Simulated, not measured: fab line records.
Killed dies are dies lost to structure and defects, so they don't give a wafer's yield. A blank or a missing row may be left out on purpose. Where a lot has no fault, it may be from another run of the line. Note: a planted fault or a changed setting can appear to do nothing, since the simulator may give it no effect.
Which tool is to blame? | flow gf180mcu | 15 lots, 45 wafers sampled, at 3 steps of a route of 602

== WHAT THE GAUGES SHOWED, per wafer ==
GF_V1_THK_MEAS_01.
lot  | measured     | on           | V1_CVD_00_THK (nm)
L807 | day 17 09:23 | filmMetro-02 | 598 599 600
L808 | day 17 16:49 | filmMetro-04 | 601 597 604
L809 | day 18 06:40 | filmMetro-03 | 598 597 594
L813 | day 19 10:49 | filmMetro-02 | 596 590 590
L814 | day 19 23:28 | filmMetro-03 | 585 585 585
L815 | day 20 05:59 | filmMetro-03 | 596 601 600
L816 | day 20 10:25 | filmMetro-03 | 600 601 599
L817 | day 20 18:40 | filmMetro-02 | 604 595 596
L818 | day 21 03:49 | filmMetro-02 | 602 607 601
L824 | day 23 10:20 | filmMetro-02 | 590 589 589
L825 | day 23 14:41 | filmMetro-02 | 601 598 600
L826 | day 23 22:59 | filmMetro-04 | 601 606 604
L827 | day 24 08:31 | filmMetro-02 | 606 599 595
L828 | day 24 15:50 | filmMetro-04 | 596 586 598
L830 | day 24 23:37 | filmMetro-02 | 600 605 613

== WHAT TOOL EACH LOT RAN ON (gives the tool, then ch and the chambers of the sampled wafers, and finally the start) ==
lot  | GF_M1_SPUTTER_01            | GF_M1_SPUTTER_02
L807 | pvdSputter-04, day 16 09:29 | pvdSputter-04, day 16 09:31
L808 | pvdSputter-02, day 16 16:58 | pvdSputter-02, day 16 17:01
L809 | pvdSputter-04, day 17 06:32 | pvdSputter-04, day 17 06:34
L813 | pvdSputter-01, day 18 09:46 | pvdSputter-01, day 18 09:48
L814 | pvdSputter-04, day 18 21:59 | pvdSputter-04, day 18 22:01
L815 | pvdSputter-04, day 19 04:47 | pvdSputter-04, day 19 04:49
L816 | pvdSputter-02, day 19 09:20 | pvdSputter-02, day 19 09:22
L817 | pvdSputter-04, day 19 18:35 | pvdSputter-04, day 19 18:37
L818 | pvdSputter-04, day 20 03:08 | pvdSputter-04, day 20 03:10
L824 | pvdSputter-02, day 22 09:58 | pvdSputter-02, day 22 09:59
L825 | pvdSputter-04, day 22 15:02 | pvdSputter-04, day 22 15:04
L826 | pvdSputter-01, day 22 22:52 | pvdSputter-01, day 22 22:53
L827 | pvdSputter-02, day 23 09:17 | pvdSputter-02, day 23 09:19
L828 | pvdSputter-01, day 23 17:10 | pvdSputter-01, day 23 17:11
L830 | pvdSputter-02, day 24 00:50 | pvdSputter-02, day 24 00:52
- GF_M1_SPUTTER_01: material TiN, target thk 30 nm, time 25 s.
- GF_M1_SPUTTER_02: material AlCu, target thk 450 nm, time 23.9 s.

== AS READ BY THE TOOLS THEMSELVES (means over the sampled wafers that have a number; for cases with no such wafer, the mark the record gives instead) ==
GF_M1_SPUTTER_01.
lot  | tool          | cathodeDcPowerW (W) | chamberPressurePa (Pa) | throttleValvePct (%)
L807 | pvdSputter-04 | 6500.0              | 0.4004                 | 29.4
L808 | pvdSputter-02 | 6499.3              | 0.4003                 | 29.3
L809 | pvdSputter-04 | 6500.5              | 0.4001                 | 30.0
L813 | pvdSputter-01 | 6500.3              | 0.4001                 | 30.7
L814 | pvdSputter-04 | 6500.5              | 0.4006                 | 29.8
L815 | pvdSputter-04 | 6499.7              | 0.3996                 | 29.3
L816 | pvdSputter-02 | 6499.9              | 0.4007                 | 28.9
L817 | pvdSputter-04 | 6499.8              | 0.3998                 | 29.8
L818 | pvdSputter-04 | 6499.4              | 0.3996                 | 28.9
L824 | pvdSputter-02 | 6499.2              | 0.3999                 | 28.7
L825 | pvdSputter-04 | 6500.2              | 0.3999                 | 29.7
L826 | pvdSputter-01 | 6500.0              | 0.4007                 | 29.2
L827 | pvdSputter-02 | 6499.3              | 0.3994                 | 28.7
L828 | pvdSputter-01 | 6499.4              | 0.3994                 | 29.7
L830 | pvdSputter-02 | 6499.7              | 0.4007                 | 29.6

GF_M1_SPUTTER_02.
lot  | tool          | cathodeDcPowerW (W) | chamberPressurePa (Pa) | throttleValvePct (%)
L807 | pvdSputter-04 | 10601               | 0.3992                 | 29.3
L808 | pvdSputter-02 | 10600               | 0.4003                 | 29.2
L809 | pvdSputter-04 | 10598               | 0.3997                 | 30.0
L813 | pvdSputter-01 | 10601               | 0.3997                 | 30.6
L814 | pvdSputter-04 | 10599               | 0.4000                 | 29.9
L815 | pvdSputter-04 | 10600               | 0.4003                 | 29.1
L816 | pvdSputter-02 | 10601               | 0.3989                 | 28.8
L817 | pvdSputter-04 | 10600               | 0.4001                 | 30.0
L818 | pvdSputter-04 | 10601               | 0.4000                 | 28.8
L824 | pvdSputter-02 | 10599               | 0.4001                 | 28.7
L825 | pvdSputter-04 | 10601               | 0.4002                 | 29.9
L826 | pvdSputter-01 | 10599               | 0.3997                 | 29.4
L827 | pvdSputter-02 | 10600               | 0.3999                 | 28.7
L828 | pvdSputter-01 | 10600               | 0.4000                 | 29.7
L830 | pvdSputter-02 | 10600               | 0.4007                 | 29.6

== THE ANSWER, worked out from the rows above alone ==
Rule: usual is defined by the lots themselves. The widest of any qualifying gaps counts: lots, ordered by their means at a reading, are off when they make up no more than a third of the lots, leave a main group of 4 or more, and stand apart from it by 3 or more times the standard deviation of that group's means. The tables above print the reading to a certain number of digits; a main group whose means all agree to those digits is not used. Also off: a lot with no number at a reading for which 4 or more lots have one. Where the step has rows for the other lots, those lots are counted as sound. After the gauges, taken in route order, come the tools' own readings; for these a lot's mean is taken, as printed above. At the first step where some lot is off, the reading lying furthest off is the one used; lots without a number count as furthest.
Across all readings shown, no lot is off: no conclusion can be drawn from this.

== WHAT WAS PUT IN BY THE SIMULATOR ==
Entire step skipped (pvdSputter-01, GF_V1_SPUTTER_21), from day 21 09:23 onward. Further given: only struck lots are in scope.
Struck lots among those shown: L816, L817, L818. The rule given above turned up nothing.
